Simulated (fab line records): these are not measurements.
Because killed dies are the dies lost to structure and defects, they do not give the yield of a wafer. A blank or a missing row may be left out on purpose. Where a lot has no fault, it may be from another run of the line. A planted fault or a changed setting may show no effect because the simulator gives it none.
Matching of chambers + flow sky130 + SKY_FIELD_ISO_ETCH_14 on rie-diel-01 has 4 sister chambers
The step etches BARC in N2/H2, stops on SiO2, time 45.9 s, target depth 60 nm. 8 wafers are shown with their chamber, then 6 later ones without.

## WAFERS, EACH WITH ITS CHAMBER
| wafer  | chamber | drypump-motor-current-A (A) | oes-product-au (a.u.) |
|--------|---------|-----------------------------|-----------------------|
| L559.2 | 3       | 5.4                         | 0.855                 |
| L560.2 | 0       | 5.6                         | 0.855                 |
| L560.5 | 3       | 5.4                         | 0.856                 |
| L560.6 | 2       | 5.9                         | 0.850                 |
| L561.2 | 2       | 5.9                         | 0.851                 |
| L561.5 | 0       | 5.6                         | 0.861                 |
| L565.2 | 1       | 4.7                         | 0.855                 |
| L565.5 | 1       | 4.6                         | 0.854                 |

## WAFERS WHOSE CHAMBER IS MISSING
| wafer  | drypump-motor-current-A (A) | oes-product-au (a.u.) |
|--------|-----------------------------|-----------------------|
| L570.2 | 4.7                         | 0.858                 |
| L570.3 | 5.4                         | 0.856                 |
| L570.5 | 4.6                         | 0.857                 |
| L571.2 | 5.6                         | 0.849                 |
| L571.3 | 5.4                         | 0.857                 |
| L571.5 | 4.6                         | 0.853                 |

## WHICH CHAMBER EACH WENT THROUGH
| wafer  | from the rows above | in truth |
|--------|---------------------|----------|
| L570.2 | 1                   | 1        |
| L570.3 | 3                   | 3        |
| L570.5 | 1                   | 1        |
| L571.2 | 0                   | 0        |
| L571.3 | 3                   | 3        |
| L571.5 | 1                   | 1        |
6 of 6 placed correctly. Not placeable from these rows: 0. Wrongly placed: 0.
How it was worked out, from the rows above alone: a wafer's distance from a chamber is the root of the sum, over the readings, of the square of ((its reading less the chamber's mean) divided by the reading's scatter). The wafer belongs to the nearest chamber; if the next one is less than 2 further off, it can't be placed. The mean given for a chamber averages the wafers shown for that chamber. The scatter is the square root of a quotient: the sum, over the shown wafers, of each reading's squared deviation from its chamber's mean, divided by wafers minus chambers.
